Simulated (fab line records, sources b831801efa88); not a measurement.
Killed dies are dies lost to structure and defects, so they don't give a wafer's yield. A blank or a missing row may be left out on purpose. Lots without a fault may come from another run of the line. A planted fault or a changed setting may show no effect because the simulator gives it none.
Problem report in the 8D (eight disciplines) form, filled by code | flow sky130 | the parts of the form that need people (team, actions taken, sign-off) are left out

1. THE PROBLEM
dose_ions_cm2 at SKY_LDD_LDN_IMPLANT_10 reads a mean of 7.58e+12 on 6 wafers of 2 lots; wafers without a fault read 1.25e+13 with a standard deviation of 1.3e+10. That is -99 or more standard deviations from the usual mean.
First seen on wafer L449.2, day 28 22:17, on implanter-03. The record holds 18 wafers of 6 lots with a number at this step. Rule for "out", or "out of limits": more than 4 standard deviations from the usual mean. The other wafers with a number count as sound.

2. WHAT IT IS AND WHAT IT IS NOT
question                    | is                                | is not
which readings at this step | dose_ions_cm2, faraday_current_uA | -
which lots                  | L449, L451                        | L431, L438, L453, L454
which wafers of those lots  | all that have a number            | -
read on which tools         | implanter-03                      | implanter-02
when                        | from day 28 22:17                 | up to then (6 sound wafers); but 6 sound wafers of L453, L454 came after

3. SUSPECTS, AND WHAT RULES EACH OUT
Counting: a tool at a process step up to the reading stays a suspect if it ran every lot that is out and no sound lot after the first of them.
- plasma_asher-04 at SKY_LDD_HVP_STRIP_09 (strips in O2/N2): ruled out as a lasting fault. Sound lots L454 ran on it after its first lot that is out, L449 (day 27 17:40).
- implanter-03 at SKY_LDD_LDN_IMPLANT_10: kept. It ran every lot that is out, first L449 (day 28 22:17), and no sound lot after that; its last sound lot up to then is L431 (day 22 10:27). Its own readings are out on those wafers: dose_ions_cm2, faraday_current_uA.
Left after counting: implanter-03 at SKY_LDD_LDN_IMPLANT_10.

4. THE CAUSE (what the simulator had put in)
Process parameter drift: implanter-03, from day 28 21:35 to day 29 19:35, at SKY_LDD_LDN_IMPLANT_10. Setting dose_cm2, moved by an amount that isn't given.
Counting left only this tool.

5. THE CHAIN OF EFFECTS, in route order
Each row: a reading whose mean over the struck wafers that have a number lies more than 3 standard deviations from the usual. Only readings for which the record gives a usual standard deviation are gone through. hours: the time from each lot's start at the first step in this table that gives one to its start at this step, as a median over the lots. sigmas: the change in usual standard deviations.
hours | step                   | reading            | usual    | on struck wafers | change    | sigmas
0     | SKY_LDD_LDN_IMPLANT_10 | dose_ions_cm2      | 1.25e+13 | 7.58e+12         | -4.92e+12 | -99 or more
0     | SKY_LDD_LDN_IMPLANT_10 | faraday_current_uA | 70.5     | 43.3             | -27.2     | -18
The process steps in it:
- SKY_LDD_LDN_IMPLANT_10

6. WHAT WOULD HAVE CAUGHT IT SOONER
In this record the first reading out of limits was taken at day 28 22:17, 1 hour after the fault began at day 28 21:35.
